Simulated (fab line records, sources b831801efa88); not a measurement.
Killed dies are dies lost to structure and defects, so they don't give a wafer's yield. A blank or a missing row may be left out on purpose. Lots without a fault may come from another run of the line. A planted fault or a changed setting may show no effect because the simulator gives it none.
Problem report in the 8D (eight disciplines) form, filled by code | flow gf180mcu | the parts of the form that need people (team, actions taken, sign-off) are left out

1. THE PROBLEM
cd_nm at GF_V1_CD_MEAS_14 reads a mean of 268.1 nm on 6 wafers of 2 lots; wafers without a fault read 260.0 nm with a standard deviation of 1. That is +8.1 standard deviations from the usual mean.
The step: target cd 260 nm.
First seen on wafer L435.3, day 18 23:22, on cd_sem-02. The record holds 39 wafers of 13 lots with a number at this step. Rule for "out", or "out of limits": more than 4 standard deviations from the usual mean. The other wafers with a number count as sound.

2. WHAT IT IS AND WHAT IT IS NOT
question                    | is                     | is not
which readings at this step | cd_nm                  | -
which lots                  | L435, L438             | L433, L434, L445, L446, L447, L448, L449, L450, L453, L454, L455
which wafers of those lots  | all that have a number | -
read on which gauges        | cd_sem-02              | cd_sem-01
when                        | from day 18 23:22      | up to then (6 sound wafers); but 27 sound wafers of L445, L446, L447, L448, L449, L450, L453, L454, L455 came after

3. SUSPECTS, AND WHAT RULES EACH OUT
Counting: a tool at a process step up to the reading stays a suspect if it ran every lot that is out and no sound lot after the first of them.
- the gauge at GF_V1_CD_MEAS_14: kept. All the wafers that are out were read on cd_sem-02, and no step on other tools shows them out.
- litho_track-02 at GF_V1_PEB_12 (peb time 90 s): ruled out as a lasting fault. Sound lots L448, L454 ran on it after its first lot that is out, L435 (day 18 23:02).
Left after counting: cd_sem-02 at GF_V1_CD_MEAS_14.

4. THE CAUSE (what the simulator had put in)
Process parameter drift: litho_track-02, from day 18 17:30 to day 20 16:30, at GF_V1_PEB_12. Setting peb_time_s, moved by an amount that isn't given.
Counting ruled it out, wrongly: the rule takes a fault to strike every lot that its tool runs from its start on, and this one did not.

5. THE CHAIN OF EFFECTS, in route order
Each row: a reading whose mean over the struck wafers that have a number lies more than 3 standard deviations from the usual. Only readings for which the record gives a usual standard deviation are gone through. hours: the time from each lot's start at the first step in this table that gives one to its start at this step, as a median over the lots. sigmas: the change in usual standard deviations.
hours | step             | reading | usual    | on struck wafers | change | sigmas
0     | GF_V1_CD_MEAS_14 | cd_nm   | 260.0 nm | 268.1            | +8.1   | +8.1
Later measuring or inspecting steps at which every struck wafer that the step has a row for has a number for every such reading, and none has moved that far: GF_M3_OVL_MEAS_15.

6. WHAT WOULD HAVE CAUGHT IT SOONER
In this record the first reading out of limits at a measuring or inspecting step was taken at day 18 23:22, 6 hours after the fault began at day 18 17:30.
